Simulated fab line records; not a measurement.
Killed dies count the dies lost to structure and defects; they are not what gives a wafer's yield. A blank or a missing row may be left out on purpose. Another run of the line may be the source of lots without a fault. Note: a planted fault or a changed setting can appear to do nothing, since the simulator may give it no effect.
A struck lot beside a sound one | flow sky130 | 32 out of 708 route steps
Sound: wafers L101.1, L101.3, L101.6. The struck wafers were L117.3, L117.4, L117.6. Last of all comes the cause.
Per side, at each step with rows, come the tool, then ch with its chambers, and then its first start. Under that, the readings that differ: sound wafers | struck wafers | difference of the means | sigmas: that difference in standard deviations of wafers without a fault.
alike: a reading whose means differ by less than 2 such deviations, as well as words and numbers matching on both sides. not compared: withheld readings; readings where some wafer has no value; bounds like >300 that might hide an equal value; numbers whose values overlap and for which the record gives no deviation.
A row with sigmas, a row that says differs or no value, or rows on one side alone: a step with any of these is where the two part. When numbers do not overlap yet have no deviation, they are printed without sigmas and do not part them. A reading that every wafer of one side lacks parts them only if that side has two wafers or more.

SKY_PWDE_OVL_MEAS_07:
  sound on overlay-01 at day 4 13:49; struck on overlay-02 at day 8 11:51
  alike: PWDE_OVL
next, for these wafers, 1 step has no rows: SKY_PWDE_IMPLANT_08.
SKY_PWDE_STRIP_09: strips in O2/N2.
  sound on plasmaAsher-02 ch 0,1, day 4 14:00; struck on plasmaAsher-02 ch 0,1, day 8 12:04
  alike: chamberPressureMTorr, drypumpMotorCurrentA, oesProductAu, stripTimeToEndpointS
  not compared: rfHoursCounterH
SKY_PWDE_TW_MEAS_10:
  sound on filmMetro-03 at day 4 14:06; struck on filmMetro-02 at day 8 12:08
  alike: PWDE_TW
then, 7 steps without rows for these wafers: SKY_NWELL_DEHYDRATE_03 (time 60 s); SKY_NWELL_HMDS_04 (prime time 60 s); SKY_NWELL_COAT_05 (resist thk 3000 nm); SKY_NWELL_SOFTBAKE_06; SKY_NWELL_EXPOSE_07 (exposes mask NWM, target cd 840 nm); SKY_NWELL_PEB_08; SKY_NWELL_DEVELOP_09 (develop time 60 s).
SKY_NWELL_OVL_MEAS_10:
  sound on overlay-01 at day 5 06:50; struck on overlay-01 at day 9 08:48
  alike: NWELL_00_OVL
SKY_NWELL_IMPLANT_11:
  sound on implanter-04 ch 0, day 5 06:52; struck on implanter-03 ch 0, day 9 08:52
reading          | sound                            | struck                           | difference  | sigmas
doseIonsCm2      | 1.8988e+13 1.8993e+13 1.9001e+13 | 1.2837e+13 1.2849e+13 1.2844e+13 | -6.1507e+12 | -99 or more
faradayCurrentUA | 107.9 108.4 107.6                | 69.0 72.3 74.7                   | -36.0       | -17
then, 2 steps without rows for these wafers: SKY_NWELL_IMPLANT_12; SKY_NWELL_IMPLANT_13.
SKY_NWELL_STRIP_14: strips in O2/N2.
  sound on plasmaAsher-01 ch 0,1, day 5 07:19; struck on plasmaAsher-01 ch 0,1, day 9 09:19
  alike: chamberPressureMTorr, drypumpMotorCurrentA, oesProductAu, stripTimeToEndpointS
  not compared: rfHoursCounterH
SKY_NWELL_TW_MEAS_15:
  sound on filmMetro-02 at day 5 07:25; struck on filmMetro-03 at day 9 09:23
reading  | sound          | struck         | difference | sigmas
NWELL_TW | 1802 1806 1814 | 1620 1618 1613 | -190       | -21
then, 7 steps without rows for these wafers: SKY_NWELL_DEHYDRATE_16 (time 60 s); SKY_NWELL_HMDS_17 (prime time 60 s); SKY_NWELL_COAT_18 (resist thk 3000 nm); SKY_NWELL_SOFTBAKE_19; SKY_NWELL_EXPOSE_20 (exposes mask NWM COMPLEMENT, target cd 840 nm); SKY_NWELL_PEB_21; SKY_NWELL_DEVELOP_22 (develop time 60 s).
SKY_NWELL_OVL_MEAS_23:
  sound on overlay-01 at day 6 00:35; struck on overlay-02 at day 10 07:35
  alike: NWELL_01_OVL
next, for these wafers, 1 step has no rows: SKY_NWELL_IMPLANT_24.
SKY_NWELL_STRIP_25: strips in O2/N2.
  sound on plasmaAsher-01 ch 0,1, day 6 00:46; struck on plasmaAsher-02 ch 0,1, day 10 07:47
  alike: chamberPressureMTorr, drypumpMotorCurrentA, oesProductAu, stripTimeToEndpointS
  not compared: rfHoursCounterH
SKY_NWELL_TW_MEAS_26:
  sound on filmMetro-03 at day 6 00:52; struck on filmMetro-03 at day 10 07:52
  alike: NWELL_2_TW
then, 1 step without rows for these wafers: SKY_NWELL_CLEAN_27 (cleans in SC1/SC2, time 150 s).
SKY_NWELL_RTA_28: time 30 s.
  sound on rtpAnneal-01 ch 0, day 6 00:59; struck on rtpAnneal-01 ch 0, day 10 08:00
reading      | sound             | struck            | difference | sigmas
chamberO2Ppm | 1.956 1.976 1.996 | 2.021 2.021 2.018 | +0.044     | +2
  alike: lampPowerPct, wafer_temp_C_max
SKY_NWELL_RS_MEAS_29: measurement is done with a four-point probe.
  sound on filmMetro-03 at day 6 01:05; struck on filmMetro-02 at day 10 08:06
reading           | sound             | struck            | difference | sigmas
NWELL_RS (ohm/sq) | 622.7 626.2 624.5 | 772.7 773.0 770.8 | +147.7     | +92
-- the record jumps here: 40 days lie between the struck wafers' starts before and after (it left off in module NWELL and takes up again in module PAD_OPEN, whose first step shown is number 708 of the route) --
SKY_PAD_OPEN_PROBE_99:
  sound on prober-02 at day 46 14:26; struck on prober-02 at day 50 13:52
reading                              | sound                         | struck                        | difference | sigmas
model.etest.nfet_16v.rOnOhmUm        | 1.415e+04 1.411e+04 1.416e+04 | 1.574e+04 1.582e+04 1.602e+04 | +1.720e+03 | 
model.etest.resNwell.lineOhmUm       | 1148 1161 1150                | 1489 1560 1572                | +387       | 
model.etest.resNwell.rsOhmSq         | 954.9 963 961.5               | 1213 1250 1267                | +284       | 
model.etest.pfetG5v0d10v5.rOnOhmUm   | 4799 4777 4781                | 4694 4587 4691                | -128       | 
model.etest.tip_p_5v.rsOhmSq         | 2885 2878 2883                | 2803 2800 2765                | -93        | 
model.etest.resIsoPwell.widthNm (nm) | 2649 2661 2653                | 2689 2688 2682                | +32        | 
model.etest.resNwell.widthNm (nm)    | 835.2 830.6 832.2             | 801.2 799.5 803.5             | -31.3      | 
  alike: killed_at_M0_to_M3, killed_at_M4_up, killedAtContacts, killedAtFrontEnd, killedAtOther, killedDies, killedOpen, killedShort
  not compared: model.etest.pfet_16v.rOnOhmUm

WHERE THEY PART
Last at SKY_NWELL_RS_MEAS_29 as far as this record goes, first at SKY_NWELL_IMPLANT_11. Later steps at which nothing parts them and some readings are alike: SKY_PAD_OPEN_PROBE_99.

WHY: the cause the simulator had injected
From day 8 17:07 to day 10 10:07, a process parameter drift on implanter-03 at SKY_NWELL_IMPLANT_11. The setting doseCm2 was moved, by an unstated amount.
